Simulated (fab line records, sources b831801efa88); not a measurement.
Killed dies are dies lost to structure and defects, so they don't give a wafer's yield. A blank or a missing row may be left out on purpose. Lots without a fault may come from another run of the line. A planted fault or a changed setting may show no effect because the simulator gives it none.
A struck lot beside a sound one | flow gf180mcu | 36 steps out of a route of 602
Sound: wafers L818.1, L818.2, L818.6. Struck: wafers L828.1, L828.4. (L828.2 of the same lot was not struck and is left out.) The cause comes at the end.
At each step with rows: each side's tool, then ch and its chambers, then its first start. Under that, the readings that differ: sound wafers | struck wafers | difference of the means | sigmas: that difference in standard deviations of wafers without a fault.
alike: readings whose means differ by less than 2 such deviations, and words and numbers that are the same on both sides. not compared: withheld readings, readings that some wafer has no value for, bounds like >300 that may hide the same value, and numbers for which the record gives no deviation and whose values overlap.
The two part at a step that has a row with sigmas, a row that says differs or no value, or rows on one side only. Numbers that don't overlap but have no deviation are shown without sigmas and don't part them. A reading that every wafer of one side lacks parts them only if that side has two wafers or more.

first, 1 step without rows for these wafers: GF_M5_DEVELOP_06 (develop time 60 s).
GF_M5_CD_MEAS_07: target cd 280 nm.
  sound on cd_sem-01, day 28 20:40; struck on cd_sem-02, day 31 17:49
  alike: cd_nm
GF_M5_OVL_MEAS_08:
  sound on overlay-02, day 28 20:47; struck on overlay-02, day 31 17:56
  alike: M5_OVL
GF_M5_ETCH_09: etches Si3N4 in CF4/O2, target depth 52 nm, time 11.6 s.
  sound on rie_diel-03 ch 1,2, day 28 20:49; struck on rie_diel-03 ch 1,2, day 31 17:58
  alike: drypump_motor_current_A, oes_product_au, rf_fwd_power_W, throttle_valve_pct
  not compared: rf_hours_counter_h
then, 5 steps without rows for these wafers: GF_M5_METAL_ETCH_10 (etches the open film in Cl2/BCl3, stops on SiO2, target depth 627.5 nm, time 104.6 s); GF_M5_STRIP_11 (strips in O2/N2); GF_M5_STRIP_12 (strips in post etch residue remover, time 1200 s); GF_M5_CLEAN_13 (cleans in DIW); GF_V5_CVD_00 (deposits SiO2, target thk 300 nm, time 50 s).
GF_V5_THK_MEAS_01:
  sound on film_metro-04, day 28 21:34; struck on film_metro-02, day 31 18:43
  alike: V5_CVD_00_THK
then, 1 step without rows for these wafers: GF_V5_CVD_02 (deposits SiO2 from TEOS, target thk 1450 nm, time 163.28 s).
GF_V5_THK_MEAS_03:
  sound on film_metro-02, day 28 21:44; struck on film_metro-02, day 31 18:53
  alike: V5_CVD_02_THK
GF_V5_CMP_04: polishes SiO2.
  sound on cmp-01 ch 0,3, day 28 21:50; struck on cmp-01 ch 1,3, day 31 18:56
  reading                             | sound             | struck    | difference | sigmas
  model.SiO2_of_V5_CVD_02.thk_nm (nm) | 855.6 854.5 853.8 | 1068 1074 | +216       |
  alike: motor_current_A
GF_V5_BOW_MEAS_05:
  sound on film_metro-02, day 28 22:05; struck on film_metro-03, day 31 19:32
  reading     | sound       | struck | difference                    | sigmas
  V5_BOW (um) | 136 122 132 | - -    | no value on the struck wafers |
  not compared: hold
then, 7 steps without rows for these wafers: GF_V5_HMDS_07 (prime time 60 s); GF_V5_COAT_08; GF_V5_COAT_09 (resist thk 1000 nm); GF_V5_SOFTBAKE_10 (time 60 s); GF_V5_EXPOSE_11 (exposes mask Via5, target cd 260 nm); GF_V5_PEB_12 (peb time 90 s); GF_V5_DEVELOP_13 (develop time 60 s).
GF_V5_CD_MEAS_14: target cd 260 nm.
  sound on cd_sem-02, day 29 16:49; struck on cd_sem-02, day 32 11:50
  alike: cd_nm
GF_V5_OVL_MEAS_15:
  sound on overlay-02, day 29 16:56; struck on overlay-01, day 32 11:58
  alike: V5_OVL
then, 1 step without rows for these wafers: GF_V5_ETCH_16 (etches BARC in N2/H2).
GF_V5_ETCH_17: etches SiO2 in C4F8/O2/Ar, stops on TiN, target depth 855 nm.
  sound on rie_diel-04 ch 0,2; struck on rie_diel-03 ch 0,3
  reading                        | sound             | struck      | difference | sigmas
  oes_product_au (a.u.)          | 0.855 0.858 0.865 | 0.966 0.984 | +0.116     | +23
  model.etch.depth_nm (nm)       | 855.6 854.5 853.8 | 1068 1074   | +216       |
  model.V5.feature_depth_nm (nm) | 855.6 854.5 853.8 | 1068 1074   | +216       |
  alike: rf_fwd_power_W
GF_V5_STRIP_18: strips in O2/N2.
  sound on plasma_asher-04 ch 0,1, day 29 17:07; struck on plasma_asher-03 ch 1, day 32 12:09
  reading            | sound       | struck  | difference | sigmas
  heater_power_w (W) | 322 332 342 | 409 411 | +78        | +2
  alike: drypump_motor_current_A, n2_flow_sccm, oes_product_au
  not compared: rf_hours_counter_h
then, 3 steps without rows for these wafers: GF_V5_STRIP_19 (strips in post etch residue remover, time 1200 s); GF_V5_CLEAN_20 (cleans in DIW); GF_V5_SPUTTER_21 (material Ti, target thk 15 nm, time 80.02 s).
GF_V5_SPUTTER_22: material TiN, target thk 10 nm, time 40 s.
  sound on pvd_sputter-02, day 29 17:43; struck on pvd_sputter-04, day 32 12:44
  alike: throttle_valve_pct
GF_V5_CVD_23: deposits W, target thk 350 nm, time 104.9 s.
  sound on cvd_w-02 ch 0,1, day 29 17:46; struck on cvd_w-01 ch 0, day 32 12:47
  alike: heater_power_w
GF_V5_RS_MEAS_24: measures by four-point-probe.
  sound on film_metro-02, day 29 17:52; struck on film_metro-04, day 32 12:53
  alike: V5_W_RS
GF_V5_THK_MEAS_25: measures by xrf.
  sound on film_metro-02, day 29 17:59; struck on film_metro-04, day 32 13:01
  alike: V5_W_THK
GF_V5_CMP_26: polishes, stops on SiO2, t overpolish 15 s, target thk 0 nm.
  sound on cmp-01 ch 1,2, day 29 18:06; struck on cmp-02 ch 0,2, day 32 13:04
  reading                             | sound             | struck    | difference | sigmas
  model.SiO2_of_V5_CVD_02.thk_nm (nm) | 851.8 850.7 850.1 | 1064 1071 | +217       |
  alike: motor_current_A
GF_TOP_METAL_SPUTTER_00: material Ti, target thk 37.5 nm, time 150 s.
  sound on pvd_sputter-01, day 29 18:21; struck on pvd_sputter-04, day 32 13:22
  alike: throttle_valve_pct
GF_PASSIVATION_PROBE_99:
  sound on prober-01, day 31 09:43; struck on prober-01, day 34 00:19
  reading                       | sound             | struck                                            | difference                   | sigmas
  hold                          | - - -             | await_dispo/3.0h/release await_dispo/3.0h/release | no value on the sound wafers |
  model.etest.via5_chain.rc_ohm | 6.598 7.284 6.627 | 15.09 12.76                                       | +7.09                        |

WHERE THEY PART
First at GF_V5_BOW_MEAS_05; last, within this record, at GF_PASSIVATION_PROBE_99.

WHY: what the simulator had put in
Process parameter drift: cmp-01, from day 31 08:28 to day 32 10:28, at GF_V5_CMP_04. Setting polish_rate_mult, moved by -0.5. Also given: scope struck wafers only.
